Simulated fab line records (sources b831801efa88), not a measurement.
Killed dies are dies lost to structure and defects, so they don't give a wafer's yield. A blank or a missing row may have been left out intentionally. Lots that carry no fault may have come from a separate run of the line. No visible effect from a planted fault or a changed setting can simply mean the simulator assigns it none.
Which tool was responsible?	flow gf180mcu	42 wafers from 14 lots sampled at 5 of the route's 602 steps

## WHAT THE GAUGES SHOWED, per wafer
GF_M5_OVL_MEAS_08.
lot	measured	on	M5_OVL (nm)
L521	day 26 08:44	overlay-02	-5 0 -2
L523	day 27 01:17	overlay-01	10 -1 5
L525	day 28 02:34	overlay-01	1 0 4
L526	day 28 08:47	overlay-02	5 1 0
L527	day 28 15:44	overlay-01	3 10 7
L528	day 28 22:02	overlay-01	4 5 6
L534	day 30 18:38	overlay-01	8 10 11
L536	day 31 05:43	overlay-01	6 11 11
L537	day 31 14:49	overlay-01	7 18 17
L538	day 31 18:52	overlay-01	2 6 12
L539	day 31 20:35	overlay-02	1 0 0
L540	day 32 02:07	overlay-02	10 12 13
L541	day 32 06:20	overlay-01	3 8 3
L543	day 32 17:59	overlay-01	-7 -2 2

GF_V5_RS_MEAS_24: measurement is done with a four-point probe.
lot	measured	on	V5_W_RS (ohm/sq)
L521	day 27 07:23	filmMetro-02	0.329 0.321 0.322
L523	day 27 23:03	filmMetro-03	0.323 0.330 0.323
L525	day 29 01:03	filmMetro-02	0.320 0.322 0.322
L526	day 29 07:31	filmMetro-02	0.325 0.325 0.327
L527	day 29 12:55	filmMetro-02	44.020 43.244 43.704
L528	day 29 18:58	filmMetro-02	43.321 43.315 43.536
L534	day 31 14:34	filmMetro-02	0.329 0.332 0.328
L536	day 32 01:32	filmMetro-03	0.326 0.322 0.323
L537	day 32 10:14	filmMetro-03	0.325 0.324 0.326
L538	day 32 13:58	filmMetro-04	0.328 0.332 0.329
L539	day 32 15:31	filmMetro-02	0.324 0.327 0.324
L540	day 32 21:03	filmMetro-02	0.320 0.321 0.323
L541	day 33 01:16	filmMetro-03	0.321 0.320 0.321
L543	day 33 12:30	filmMetro-04	0.327 0.325 0.325

GF_V5_THK_MEAS_25: measures by xrf.
lot	measured	on	V5_W_THK (nm)
L521	day 27 07:29	filmMetro-02	347 355 355
L523	day 27 23:09	filmMetro-03	350 342 351
L525	day 29 01:09	filmMetro-02	358 355 357
L526	day 29 07:37	filmMetro-02	353 353 351
L527	day 29 13:02	filmMetro-02	<0 <0 <0
L528	day 29 19:03	filmMetro-02	<0 <0 <0
L534	day 31 14:41	filmMetro-02	349 346 350
L536	day 32 01:40	filmMetro-03	343 349 348
L537	day 32 10:20	filmMetro-03	343 345 342
L538	day 32 14:05	filmMetro-04	336 333 335
L539	day 32 15:37	filmMetro-02	355 349 355
L540	day 32 21:10	filmMetro-02	357 354 355
L541	day 33 01:23	filmMetro-03	352 351 350
L543	day 33 12:36	filmMetro-04	341 344 343

## TOOL THAT RAN EACH LOT (tool first, then ch and the chambers of the sampled wafers, then the start)
lot	GF_M5_METAL_ETCH_10	GF_V5_CVD_23
L521	rieMetal-03 ch 0,1, day 26 08:47	cvdW-02 ch 0,1, day 27 07:15
L523	rieMetal-01 ch 0, day 27 01:25	cvdW-02 ch 0,1, day 27 22:56
L525	rieMetal-01 ch 1, day 28 02:41	cvdW-01 ch 0,1, day 29 00:56
L526	rieMetal-01 ch 1, day 28 08:56	cvdW-02 ch 0,1, day 29 07:23
L527	rieMetal-03 ch 1, day 28 15:49	cvdW-02 ch 0, day 29 12:47
L528	rieMetal-01 ch 0,1, day 28 22:07	cvdW-01 ch 0,1, day 29 18:50
L534	rieMetal-01 ch 0,1, day 30 18:41	cvdW-01 ch 0,1, day 31 14:26
L536	rieMetal-04 ch 0, day 31 05:47	cvdW-02 ch 0,1, day 32 01:26
L537	rieMetal-04 ch 0,1, day 31 14:54	cvdW-02 ch 0,1, day 32 10:07
L538	rieMetal-01 ch 0,1, day 31 18:56	cvdW-01 ch 0,1, day 32 13:51
L539	rieMetal-01 ch 0,1, day 31 20:40	cvdW-02 ch 0,1, day 32 15:25
L540	rieMetal-01 ch 0,1, day 32 02:11	cvdW-02 ch 0,1, day 32 20:56
L541	rieMetal-03 ch 0,1, day 32 06:23	cvdW-02 ch 0,1, day 33 01:08
L543	rieMetal-03 ch 0,1, day 32 18:04	cvdW-01 ch 0,1, day 33 12:23
- GF_M5_METAL_ETCH_10: etches the open film in Cl2/BCl3, stops on SiO2, target depth 627.5 nm, time 104.6 s.
- GF_V5_CVD_23: deposits W, target thk 350 nm, time 104.9 s.

## AS READ BY THE TOOLS THEMSELVES (means over the sampled wafers that have a number; for cases with no such wafer, the mark the record gives instead)
GF_M5_METAL_ETCH_10.
lot	tool	drypumpMotorCurrentA (A)	oesProductAu (a.u.)	throttleValvePct (%)
L521	rieMetal-03	5.8	0.972	28.248
L523	rieMetal-01	6.1	0.975	28.247
L525	rieMetal-01	6.4	0.976	28.241
L526	rieMetal-01	6.4	0.971	28.239
L527	rieMetal-03	5.8	0.965	28.264
L528	rieMetal-01	6.2	0.971	28.241
L534	rieMetal-01	6.2	0.981	28.240
L536	rieMetal-04	5.2	0.976	28.245
L537	rieMetal-04	5.4	0.982	28.251
L538	rieMetal-01	6.2	0.969	28.243
L539	rieMetal-01	6.3	0.969	28.242
L540	rieMetal-01	6.3	0.972	28.262
L541	rieMetal-03	5.8	0.969	28.250
L543	rieMetal-03	5.8	0.971	28.252

GF_V5_CVD_23.
lot	tool	chamberPressureTorr (Torr)	heaterPowerOuterW (W)	heaterPowerW (W)	susceptorTempC (C)
L521	cvdW-02	40.01	540	835	400.34
L523	cvdW-02	39.93	537	845	400.08
L525	cvdW-01	40.00	558	860	399.99
L526	cvdW-02	39.95	533	839	399.80
L527	cvdW-02	-	-	-	-
L528	cvdW-01	-	-	-	-
L534	cvdW-01	39.90	554	881	400.03
L536	cvdW-02	39.97	538	850	399.87
L537	cvdW-02	39.90	517	803	399.80
L538	cvdW-01	40.06	561	874	400.04
L539	cvdW-02	39.97	547	837	399.73
L540	cvdW-02	40.03	511	798	400.28
L541	cvdW-02	39.98	519	810	400.13
L543	cvdW-01	39.89	562	886	400.07

## THE ANSWER, worked out from the rows above alone
Rule: what is usual is taken from the lots themselves. The widest of any qualifying gaps counts: lots, ordered by their means at a reading, are off when they make up no more than a third of the lots, leave a main group of 4 or more, and stand apart from it by 3 or more times the standard deviation of that group's means. Not used: any main group whose means are identical at the precision the tables above print for the reading. A lot without any number at a reading at which 4 lots or more have one is off too. Any other lot the step has rows for is counted as sound. The gauges are gone through in route order, then the tools' own readings, and for those a lot's mean is taken as printed above. At the first step where some lot is off, the reading lying furthest off is the one used; lots without a number count as furthest.
Off: at GF_V5_RS_MEAS_24 (V5_W_RS), L527, L528. The main group has a mean of 0.325 ohm/sq with a standard deviation of 0.0028.
A tool fits if, at a process step before that reading, it ran every lot that is off, and no sound lot after the first of them. Not tried: the gauges at GF_V5_RS_MEAS_24; whatever is off there is also off at GF_V5_CVD_23, on other tools, and gauge error can't account for it. Not one of the candidates tried fits.

## WHAT THE SIMULATOR PUT IN
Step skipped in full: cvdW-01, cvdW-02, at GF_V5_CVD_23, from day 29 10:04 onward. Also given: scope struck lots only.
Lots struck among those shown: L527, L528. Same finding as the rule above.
